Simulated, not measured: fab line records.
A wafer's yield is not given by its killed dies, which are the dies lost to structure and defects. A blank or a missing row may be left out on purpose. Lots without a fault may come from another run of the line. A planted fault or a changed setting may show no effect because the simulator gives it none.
2 desks, one fault || flow sky130 || what lay behind the numbers comes last; until then each desk has only its own

AT THE METROLOGY DESK
What the gauges read for every lot (on any tool): the sampled wafers with a number, averaged. Marked OUT: a lot whose mean sits more than 4 standard deviations from the usual mean, which makes it out of limits; the brackets give that distance.
Columns: A = CAPM_CVD_00_THK at SKY_CAPM_THK_MEAS_01, usual 15.50 nm; B = cd nm at SKY_VIA3_CD_MEAS_12, usual 199.4 nm
{"lot": "L526", "first seen here": "day 38 03:32", "A": 15.25, "B": 199.0}
{"lot": "L528", "first seen here": "day 38 21:56", "A": 15.55, "B": 198.1}
{"lot": "L529", "first seen here": "day 39 00:59", "A": 15.93, "B": 199.6}
{"lot": "L530", "first seen here": "day 39 09:59", "A": 15.94, "B": 201.3}
{"lot": "L532", "first seen here": "day 40 01:42", "A": 15.56, "B": 198.3}
{"lot": "L533", "first seen here": "day 40 05:46", "A": 15.34, "B": 197.1}
{"lot": "L534", "first seen here": "day 40 08:58", "A": 15.79, "B": 200.3}
{"lot": "L537", "first seen here": "day 41 07:02", "A": 15.49, "B": 199.9}
{"lot": "L538", "first seen here": "day 41 11:32", "A": 15.45, "B": 199.9}
{"lot": "L542", "first seen here": "day 42 11:34", "A": 15.35, "B": 198.3}
{"lot": "L544", "first seen here": "day 43 04:45", "A": 15.51, "B": 202.8}
{"lot": "L545", "first seen here": "day 43 08:40", "A": 15.73, "B": 197.9}
{"lot": "L547", "first seen here": "day 44 00:22", "A": 15.36, "B": 199.5}
This desk's finding: nothing out of limits on any of the 13 lots.

AT THE TOOL OWNER'S DESK: rie metal-01
The tool's own readings at SKY_METAL3_METAL_ETCH_18 (etches the open film in Cl2/BCl3, stops on SiO2, target depth 845 nm, time 183.1 s): means of the sampled wafers that have a number, for each lot that ran on this tool. Marked OUT: a lot whose mean sits more than 4 standard deviations from the usual mean, which makes it out of limits; the brackets give that distance.
Columns: A = drypump motor current A at SKY_METAL3_METAL_ETCH_18, usual 5.44 A; B = mfc cl2 sccm at SKY_METAL3_METAL_ETCH_18, usual 59.99 sccm; C = oes product au at SKY_METAL3_METAL_ETCH_18, usual 0.863 a.u.; D = throttle valve pct at SKY_METAL3_METAL_ETCH_18, usual 22.264 %
{"lot": "L529", "first seen here": "day 41 04:12", "A": 5.56, "B": 59.94, "C": 0.852, "D": 22.261}
{"lot": "L533", "first seen here": "day 42 07:31", "A": 5.58, "B": 60.10, "C": 0.860, "D": 22.267}
{"lot": "L537", "first seen here": "day 43 07:50", "A": 5.74, "B": 59.97, "C": 0.862, "D": 22.255}
{"lot": "L538", "first seen here": "day 43 13:28", "A": 5.75, "B": 59.98, "C": 0.866, "D": 22.274}
{"lot": "L542", "first seen here": "day 44 10:32", "A": 5.42, "B": 59.89, "C": 0.867, "D": 22.264}
This desk's finding: nothing out of limits on any of the 5 lots.

ALL TOGETHER
At the metrology desk, nothing out of limits was observed.
The desk of the tool owner found nothing out of limits.

WHAT WAS PUT IN BY THE SIMULATOR
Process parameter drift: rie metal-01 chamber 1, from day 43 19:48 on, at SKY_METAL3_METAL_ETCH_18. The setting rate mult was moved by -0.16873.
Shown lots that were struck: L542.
